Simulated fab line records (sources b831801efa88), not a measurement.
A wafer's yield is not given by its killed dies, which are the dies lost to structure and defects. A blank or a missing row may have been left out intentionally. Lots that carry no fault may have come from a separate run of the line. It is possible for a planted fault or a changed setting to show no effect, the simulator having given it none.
Which tool did it? / flow sky130 / at 1 step of a route of 708, 6 lots with 18 wafers sampled

== WHAT EACH GAUGE READ, for each wafer ==
SKY_LDD_N_OVL_MEAS_07.
lot=L720; measured=day 18 02:27; on=overlay-01; LDD_N_OVL (nm)=1.8 -0.8 0.5
lot=L724; measured=day 20 02:25; on=overlay-02; LDD_N_OVL (nm)=-4.3 -1.9 -2.8
lot=L727; measured=day 21 00:09; on=overlay-02; LDD_N_OVL (nm)=-1.7 -0.4 -2.3
lot=L732; measured=day 23 13:43; on=overlay-01; LDD_N_OVL (nm)=1.7 0.6 0.2
lot=L735; measured=day 23 17:37; on=overlay-01; LDD_N_OVL (nm)=-1.5 -0.8 1.5
lot=L740; measured=day 25 06:55; on=overlay-01; LDD_N_OVL (nm)=-0.2 1.2 0.3

== WHICH TOOL RAN EACH LOT (tool, then ch and the chambers of the sampled wafers, then the start) ==
No process step before these readings appears in the record.

== THE ANSWER, worked out from the rows above alone ==
Rule: usual is defined by the lots themselves. Put in order of their means at a reading, lots are off if they are a third of the lots or fewer, leave a main group of 4 or more, and stand apart from it by a gap of 3 or more times the standard deviation of the main group's means; of several such gaps the widest counts. A main group whose means are all the same, to the digits that the tables above print for the reading, isn't used. A lot without any number at a reading at which 4 lots or more have one is off too. The other lots that the step has rows for count as sound.
Across all readings shown, no lot is off: no conclusion can be drawn from this.

== WHAT THE SIMULATOR PUT IN ==
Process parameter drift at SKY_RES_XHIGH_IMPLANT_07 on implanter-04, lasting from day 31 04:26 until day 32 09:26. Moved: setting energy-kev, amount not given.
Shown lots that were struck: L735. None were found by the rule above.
